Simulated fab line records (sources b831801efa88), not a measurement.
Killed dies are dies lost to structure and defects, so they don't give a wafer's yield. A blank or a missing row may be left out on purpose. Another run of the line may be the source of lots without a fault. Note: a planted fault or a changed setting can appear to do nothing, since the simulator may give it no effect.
Split-lot trial    flow sky130    on a route of 708 steps: 5 lots, 23 wafers read

== THE SPLIT ITSELF ==
At SKY_LI_CONTACT_CMP_02 (polishes PSG), the setting leaveAboveRefNm was moved away from the recipe's 597.2 nm on 6 of the 23 wafers read, by -6.8% to +6.3%. All remaining wafers had this setting at the recipe value.

== FROM THE SPLIT TO THE READING: what the file shows between them, 5 steps ==
- SKY_LI_CONTACT_EXPOSE_09: exposes mask LICM1, target cd 170 nm (also split here: doseMj)
- SKY_LI_CONTACT_PEB_10
- SKY_LI_CONTACT_DEVELOP_11: develop time 60 s
- SKY_LI_CONTACT_CD_MEAS_12: target cd 170 nm
- SKY_LI_CONTACT_ETCH_14: etches BARC in N2/H2, stops on SiO2, time 45.9 s, target depth 60 nm

== THE READING ==
oesProductAu, in a.u., at SKY_LI_CONTACT_ETCH_15 (etches PSG in C4F8/O2/Ar, stops on Si, target depth 600 nm). A value of 0.837 a.u. with a standard deviation of 0.004 a.u. is what fault-free wafers of this fab line usually give.

wafer   tool, chamber at the split  leaveAboveRefNm as run, nm  against the recipe  oesProductAu, a.u.  against lot-mates on the recipe
L077.1  cmp-01, 3                   634.8                       +6.3%               0.867               +0.030
L077.2  cmp-01, 1                   634.8                       +6.3%               0.867               +0.030
L077.4  cmp-01, 2                   597.2                       recipe              0.836               -
L077.5  cmp-01, 1                   634.8                       +6.3%               0.870               +0.033
L077.6  cmp-01, 0                   597.2                       recipe              0.837               -
L074.1  cmp-02, 0                   597.2                       recipe              0.832               -
L074.2  cmp-02, 2                   597.2                       recipe              0.831               -
L074.3  cmp-02, 3                   597.2                       recipe              0.836               -
L074.4  cmp-02, 1                   597.2                       recipe              0.831               -
L074.6  cmp-02, 1                   597.2                       recipe              0.841               -
L075.1  cmp-01, 3                   597.2                       recipe              0.836               -
L075.2  cmp-01, 2                   597.2                       recipe              0.829               -
L075.6  cmp-01, 3                   597.2                       recipe              0.843               -
L079.1  cmp-02, 1                   556.6                       -6.8%               0.795               -0.040
L079.2  cmp-02, 0                   556.6                       -6.8%               0.810               -0.025
L079.4  cmp-02, 3                   597.2                       recipe              0.837               -
L079.5  cmp-02, 3                   556.6                       -6.8%               0.809               -0.026
L079.6  cmp-02, 2                   597.2                       recipe              0.834               -
L083.1  cmp-01, 0                   597.2                       recipe              0.838               -
L083.2  cmp-01, 1                   597.2                       recipe              0.837               -
L083.4  cmp-01, 3                   597.2                       recipe              0.844               -
L083.5  cmp-01, 0                   597.2                       recipe              0.839               -
L083.6  cmp-01, 1                   597.2                       recipe              0.835               -

FIT RESULTS
A straight line over all 23 wafers: oesProductAu changes by +0.00483 a.u. for each +1% of leaveAboveRefNm; r = +0.97; the points scatter about the line by 0.0045 a.u.
The same after taking each lot's own level away (the mean of its wafers on the recipe; 23 wafers): +0.00475 a.u. for each +1%; r = +0.97; scatter 0.0043 a.u.
That fit puts the effect of the largest move of leaveAboveRefNm on the reading at 0.032 a.u.
The lots' own levels span 0.8342 to 0.8386 a.u., that is 1.1 times the standard deviation above.
So the lot-to-lot level changes the slope little: the two slopes agree.
Check: for one of the wafers moved furthest among these (-6.8%), held out of the fit, the line's prediction against its lot-mates is -0.0295 a.u. Against them it came out at -0.0405 a.u.

== THE OTHER SPLITS THESE WAFERS WENT THROUGH ==
These wafers also went through other splits before the reading. Each is held against what the fit with the lots' levels taken away leaves over:
other split on the same wafers      wafers away from the commonest value  r with oesProductAu (lot level and that fit taken away)
SKY_POLY_GATE_IMPLANT_02 energyKev  9                                     -0.05
SKY_LDD_P_IMPLANT_09 doseCm2        10                                    +0.07
SKY_LDD_LDN_IMPLANT_08 energyKev    7                                     -0.08
SKY_SD_N_COAT_02 spinRpm            4                                     -0.05
SKY_SD_N_IMPLANT_09 energyKev       9                                     +0.07
SKY_LI_CONTACT_EXPOSE_09 doseMj     7                                     -0.11

== THE WHOLE CHAIN: every reading that the file lists as answering this split, in the file's order ==
step                    what it does                                                reading                                                                             change (the file's fit)                    r (the file's)
SKY_LI_CONTACT_CMP_02   polishes PSG                                                PSG_of_LI_CONTACT_HDPCVD_00.thkNm (the simulator's own value, which no gauge read)  +6.02 nm for each +1% of the setting       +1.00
SKY_LI_CONTACT_ETCH_15  etches PSG in C4F8/O2/Ar, stops on Si, target depth 600 nm  oesProductAu                                                                        +0.00478 a.u. for each +1% of the setting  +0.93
SKY_LI_CONTACT_ETCH_15  etches PSG in C4F8/O2/Ar, stops on Si, target depth 600 nm  LI_CONTACT.featureDepthNm (the simulator's own value, which no gauge read)          +6.02 nm for each +1% of the setting       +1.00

== FILE'S OWN FIT ==
oesProductAu changes by +0.00478 a.u. for each +1% of leaveAboveRefNm, r = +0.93.
